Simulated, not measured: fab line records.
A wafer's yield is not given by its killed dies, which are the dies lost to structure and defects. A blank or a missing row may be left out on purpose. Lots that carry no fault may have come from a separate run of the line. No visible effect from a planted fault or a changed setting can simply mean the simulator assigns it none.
Tool commonality check :: flow sky130 :: 54 wafers sampled across 15 lots

== WHY THIS WAS OPENED ==
SKY_VT_ADJUST_HVTP_TW_MEAS_11, reading VT_ADJUST_HVTP_TW: flagged on 3 of 15 lots. Wafers without a fault read 1338, standard deviation 6.
Rule: a lot is flagged when every wafer of it that has a number lies more than 4 standard deviations from that mean, or none has a number. The other lots count as sound.

lot: L619
measured: day 6 06:58
on: film-metro-01
VT_ADJUST_HVTP_TW, wafer by wafer: 1341 1343 1335
flag: 

lot: L620
measured: day 6 20:30
on: film-metro-04
VT_ADJUST_HVTP_TW, wafer by wafer: 1338 1339 1340
flag: 

lot: L622
measured: day 7 04:45
on: film-metro-02
VT_ADJUST_HVTP_TW, wafer by wafer: 1346 1337 1341
flag: 

lot: L621
measured: day 7 05:02
on: film-metro-02
VT_ADJUST_HVTP_TW, wafer by wafer: 1338 1339 1345
flag: 

lot: L623
measured: day 7 11:59
on: film-metro-02
VT_ADJUST_HVTP_TW, wafer by wafer: 1335 1341 1337
flag: 

lot: L627
measured: day 8 06:41
on: film-metro-02
VT_ADJUST_HVTP_TW, wafer by wafer: 1537 1541 1540 1538 1536 1544
flag: FLAGGED

lot: L628
measured: day 8 12:07
on: film-metro-01
VT_ADJUST_HVTP_TW, wafer by wafer: 1530 1524 1532 1525 1523 1533
flag: FLAGGED

lot: L631
measured: day 9 07:15
on: film-metro-02
VT_ADJUST_HVTP_TW, wafer by wafer: 1533 1541 1542 1534 1536 1539
flag: FLAGGED

lot: L635
measured: day 10 06:53
on: film-metro-01
VT_ADJUST_HVTP_TW, wafer by wafer: 1344 1340 1330
flag: 

lot: L636
measured: day 10 11:20
on: film-metro-02
VT_ADJUST_HVTP_TW, wafer by wafer: 1339 1340 1344
flag: 

lot: L637
measured: day 10 18:48
on: film-metro-04
VT_ADJUST_HVTP_TW, wafer by wafer: 1348 1355 1341
flag: 

lot: L639
measured: day 11 10:42
on: film-metro-02
VT_ADJUST_HVTP_TW, wafer by wafer: 1337 1335 1338
flag: 

lot: L640
measured: day 11 13:44
on: film-metro-01
VT_ADJUST_HVTP_TW, wafer by wafer: 1340 1339 1336
flag: 

lot: L641
measured: day 12 00:04
on: film-metro-04
VT_ADJUST_HVTP_TW, wafer by wafer: 1340 1345 1342
flag: 

lot: L642
measured: day 12 06:59
on: film-metro-04
VT_ADJUST_HVTP_TW, wafer by wafer: 1343 1336 1335
flag: 
Average over the flagged lots: 1535; offset from the usual +197, equal to +33 standard deviations.

== LOT BY LOT: THE TOOL USED ==
The record holds 1 process step before the reading, out of a route of 708 steps. In each cell: the tool, then ch and the chambers that the sampled wafers went through, then the start.
lot: L619
flag: 
SKY_VT_ADJUST_HVTP_IMPLANT_09: implanter-03 ch 0, day 6 06:45

lot: L620
flag: 
SKY_VT_ADJUST_HVTP_IMPLANT_09: implanter-04 ch 0, day 6 20:15

lot: L622
flag: 
SKY_VT_ADJUST_HVTP_IMPLANT_09: implanter-01 ch 0, day 7 04:32

lot: L621
flag: 
SKY_VT_ADJUST_HVTP_IMPLANT_09: implanter-03 ch 0, day 7 04:47

lot: L623
flag: 
SKY_VT_ADJUST_HVTP_IMPLANT_09: implanter-04 ch 0, day 7 11:46

lot: L627
flag: FLAGGED
SKY_VT_ADJUST_HVTP_IMPLANT_09: implanter-04 ch 0, day 8 06:28

lot: L628
flag: FLAGGED
SKY_VT_ADJUST_HVTP_IMPLANT_09: implanter-04 ch 0, day 8 11:53

lot: L631
flag: FLAGGED
SKY_VT_ADJUST_HVTP_IMPLANT_09: implanter-04 ch 0, day 9 07:00

lot: L635
flag: 
SKY_VT_ADJUST_HVTP_IMPLANT_09: implanter-03 ch 0, day 10 06:38

lot: L636
flag: 
SKY_VT_ADJUST_HVTP_IMPLANT_09: implanter-01 ch 0, day 10 11:07

lot: L637
flag: 
SKY_VT_ADJUST_HVTP_IMPLANT_09: implanter-03 ch 0, day 10 18:35

lot: L639
flag: 
SKY_VT_ADJUST_HVTP_IMPLANT_09: implanter-01 ch 0, day 11 10:27

lot: L640
flag: 
SKY_VT_ADJUST_HVTP_IMPLANT_09: implanter-03 ch 0, day 11 13:29

lot: L641
flag: 
SKY_VT_ADJUST_HVTP_IMPLANT_09: implanter-01 ch 0, day 11 23:49

lot: L642
flag: 
SKY_VT_ADJUST_HVTP_IMPLANT_09: implanter-03 ch 0, day 12 06:46
These steps, and what they do:
- SKY_VT_ADJUST_HVTP_IMPLANT_09
- SKY_VT_ADJUST_HVTP_TW_MEAS_11

== FLAGGED AGAINST TOTAL, ONE TOOL AT A TIME (gauges that did the reading follow at the end) ==
step: SKY_VT_ADJUST_HVTP_IMPLANT_09
tool: implanter-01
lots run: 4
flagged: 0
share of the flagged lots: none
sound lots run after its first flagged lot: -

step: SKY_VT_ADJUST_HVTP_IMPLANT_09
tool: implanter-03
lots run: 6
flagged: 0
share of the flagged lots: none
sound lots run after its first flagged lot: -

step: SKY_VT_ADJUST_HVTP_IMPLANT_09
tool: implanter-04
lots run: 5
flagged: 3
share of the flagged lots: all
sound lots run after its first flagged lot: 0

step: SKY_VT_ADJUST_HVTP_TW_MEAS_11
tool: film-metro-01
lots run: 4
flagged: 1
share of the flagged lots: some
sound lots run after its first flagged lot: 2 (L635,L640)

step: SKY_VT_ADJUST_HVTP_TW_MEAS_11
tool: film-metro-02
lots run: 7
flagged: 2
share of the flagged lots: some
sound lots run after its first flagged lot: 2 (L636,L639)

step: SKY_VT_ADJUST_HVTP_TW_MEAS_11
tool: film-metro-04
lots run: 4
flagged: 0
share of the flagged lots: none
sound lots run after its first flagged lot: -

== WHAT THE TABLE ALLOWS ==
All flagged lots share 1 row of the table, namely implanter-04 at SKY_VT_ADJUST_HVTP_IMPLANT_09.
- implanter-04 at SKY_VT_ADJUST_HVTP_IMPLANT_09 ran 5 lots, 3 of them flagged. Its last sound lot is L623 (day 7 11:46), its first flagged lot L627 (day 8 06:28): a fault that began between those two fits. Its own readings lie more than 4 standard deviations out on every wafer of the flagged lots: dose-ions-cm2, faraday-current-uA.
One tool is left: implanter-04 at SKY_VT_ADJUST_HVTP_IMPLANT_09.

== WHAT WAS PUT IN BY THE SIMULATOR ==
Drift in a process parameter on implanter-04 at SKY_VT_ADJUST_HVTP_IMPLANT_09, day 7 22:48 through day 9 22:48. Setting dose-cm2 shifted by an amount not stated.
Lots struck among those shown: L627, L628, L631. Same finding as the rule above.
